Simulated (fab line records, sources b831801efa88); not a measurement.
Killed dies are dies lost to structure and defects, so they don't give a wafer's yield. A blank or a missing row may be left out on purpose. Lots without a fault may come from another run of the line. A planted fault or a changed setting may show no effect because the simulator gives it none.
fab line records | flow gf180mcu
record lots=6 wafers=18 last_day=33
route steps=602 shown STI@1
lots that met no fault: from a run of the same line without faults
start_h: hours from the record's first day to the start of the lot's first wafer shown | wait_h: hours since the lot's step before | " the same as in the row above | L1.1+2: a row that stands for several wafers | - no value, or no start given | * or withheld: withheld | < > ~ a bound
route shown NAME@n: a module of which the file shows steps, and the number in the route of the first | usual: mean/standard deviation of fault-free wafers | same: alike in all rows | chamber/n: place in a boat | sites: the reading at each site | _std_site: their standard deviation | _edge_site: outer sites' mean less inner sites' | radius_mm: how far each site lies from the wafer's centre | mask NAME#n: copy n | behind: the tool/chamber that last shaped the wafer | hold: why the lot was held/for how many hours/how that ended | device: the transistor (n, p or np) that didn't switch | end of line: the same wafers' tests at the end of the route | a step without rows: its recipe alone | killed: dies lost to structure and defects at the first sort, not the wafer's yield | map: a wafer's dies, x killed, . not, _ none there
set.NAME: the setting as run; set.NAME@STEP: as run at that earlier step | model.NAME: the simulator's own value behind a step, which no gauge read
lots at some steps of the route; a table a step, a row a wafer
## steps
# step GF_STI_BOW_MEAS_00
# recipe mode=bow
# usual INCOMING_BOW=0/6.4
# columns lot.wafer tool chamber start_h wait_h INCOMING_BOW[um]
L110.3 film_metro-02 - 10.04 - -2
L110.4 " - " " -2
L110.5 " - " " -8
L114.3 film_metro-03 - 30.04 - -9
L114.4 " - " " 8
L114.5 " - " " 0
L125.2 film_metro-01 - 85.02 - 4
L125.4 " - " " 3
L125.5 " - " " -7
L126.4 film_metro-03 - 90.06 - 3
L126.5 " - " " 8
L126.6 " - " " 5
L127.1 film_metro-01 - 95.00 - 1
L127.2 " - " " -5
L127.3 " - " " -7
L130.2 film_metro-01 - 110.02 - 0
L130.3 " - " " -3
L130.6 " - " " 0
# step GF_STI_OXIDATION_01
# recipe temp_c=900 ambient=O2 stabilise_s=600 purge_s=300 target_thk_a=100 ox_time_s=1418
# step GF_STI_THK_MEAS_02
# recipe reads=SiO2_of_STI_OXIDATION_01
# usual STI_OXIDATION_THK=10.09/0.18
# columns lot.wafer tool chamber start_h wait_h STI_OXIDATION_THK[nm]
L110.3 film_metro-03 - 11.53 0.0 10.03
L110.4 " - " " 9.96
L110.5 " - " " 10.04
L114.3 film_metro-02 - 31.53 0.0 10.03
L114.4 " - " " 9.87
L114.5 " - " " 9.96
L125.2 film_metro-03 - 86.97 0.0 10.12
L125.4 " - " " 10.29
L125.5 " - " " 10.05
L126.4 film_metro-02 - 91.54 0.0 9.98
L126.5 " - " " 9.78
L126.6 " - " " 9.91
L127.1 film_metro-02 - 96.51 0.0 10.17
L127.2 " - " " 10.26
L127.3 " - " " 10.24
L130.2 film_metro-01 - 111.52 0.0 10.50
L130.3 " - " " 10.56
L130.6 " - " " 10.42
# step GF_STI_CVD_03
# recipe material=Si3N4 precursor=DCS/NH3 target_thk_nm=207.16 temp_c=770 time_s=3551 pressure_mtorr=250
# step GF_STI_THK_MEAS_04
# recipe reads=Si3N4_of_STI_CVD_03
# usual STI_CVD_03_THK=207.1/1.6
# columns lot.wafer tool chamber start_h wait_h STI_CVD_03_THK[nm]
L110.3 film_metro-01 - 13.58 0.0 209.7
L110.4 " - " " 210.2
L110.5 " - " " 210.1
L114.3 film_metro-03 - 33.58 0.0 205.2
L114.4 " - " " 205.4
L114.5 " - " " 205.6
L125.2 film_metro-01 - 89.02 0.0 203.7
L125.4 " - " " 206.2
L125.5 " - " " 204.9
L126.4 film_metro-03 - 93.59 0.0 208.3
L126.5 " - " " 207.9
L126.6 " - " " 208.9
L127.1 film_metro-03 - 98.56 0.0 206.9
L127.2 " - " " 210.2
L127.3 " - " " 208.6
L130.2 film_metro-03 - 113.57 0.0 207.4
L130.3 " - " " 206.4
L130.6 " - " " 206.0
# step GF_STI_DEHYDRATE_05
# recipe temp_c=200 time_s=60
# step GF_STI_HMDS_06
# recipe prime_time_s=60 prime_temp_c=120
# step GF_STI_COAT_07
# recipe resist=KrF spin_rpm=withheld resist_thk_nm=700
# step GF_STI_SOFTBAKE_08
# recipe temp_c=130 time_s=60 resist=KrF
# step GF_STI_EXPOSE_09
# recipe mask_id=COMP target_cd_nm=220 na=0.68 source_shape=conventional sigma_outer=0.6 dose_mj=28
# step GF_STI_PEB_10
# recipe peb_temp_c=135.9 peb_time_s=90 resist=KrF
# usual chill_plate_temp_C=23.00/0.089 exhaust_pa=44.9/0.94
# columns lot.wafer tool chamber start_h wait_h chill_plate_temp_C exhaust_pa
L110.3 litho_track-04 0 24.70 - 23.00 44.5
L110.4 " 0 " " 23.05 44.8
L110.5 " 0 " " 23.10 45.8
L114.3 litho_track-03 0 45.17 - 22.90 44.6
L114.4 " 0 " " 23.00 45.0
L114.5 " 0 " " 22.93 45.8
L125.2 litho_track-04 - 102.21 - - -
L125.4 " - " " - -
L125.5 " - " " - -
L126.4 litho_track-02 - 107.46 - - -
L126.5 " - " " - -
L126.6 " - " " - -
L127.1 litho_track-02 0 112.81 - 22.91 43.2
L127.2 " 0 " " 23.05 44.5
L127.3 " 0 " " 23.06 43.8
L130.2 litho_track-03 0 128.33 - 22.89 45.4
L130.3 " 0 " " 23.00 46.2
L130.6 " 0 " " 22.90 44.0
# step GF_STI_DEVELOP_11
# recipe develop_time_s=60 dev_temp_c=21
## key
first_sign step=GF_STI_PEB_10 reading=tool_record direction=missing
effect none on later readings
met_at GF_STI_PEB_10
struck_wafers L125.2,L125.4,L125.5,L126.4,L126.5,L126.6
later_rows_left_out L125.2,L125.4,L125.5,L126.4,L126.5,L126.6
sort_left_out L125.2,L125.4,L125.5,L126.4,L126.5,L126.6
tester_left_out L125,L126
onset_between 24.70 102.21
fault kind=skipped_step_whole tool=litho_track-02,litho_track-04 chamber=- onset_h=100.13 steps=GF_STI_PEB_10 scope=struck_lots_only
# tester_left_out: of these lots the tester's yield and bins aren't shown, on N5 and GAA mostly nor the transistor test; their killed dies are dies lost to structure and defects alone, not to doping, threshold or leakage, so they don't give the yield
# sort_left_out: the simulated sort isn't trusted on such a fault, so these wafers' sort isn't shown, and their yield isn't known
# later_rows_left_out: the simulator's readings of these wafers behind a module that went badly wrong aren't trusted and aren't shown, but for the sort
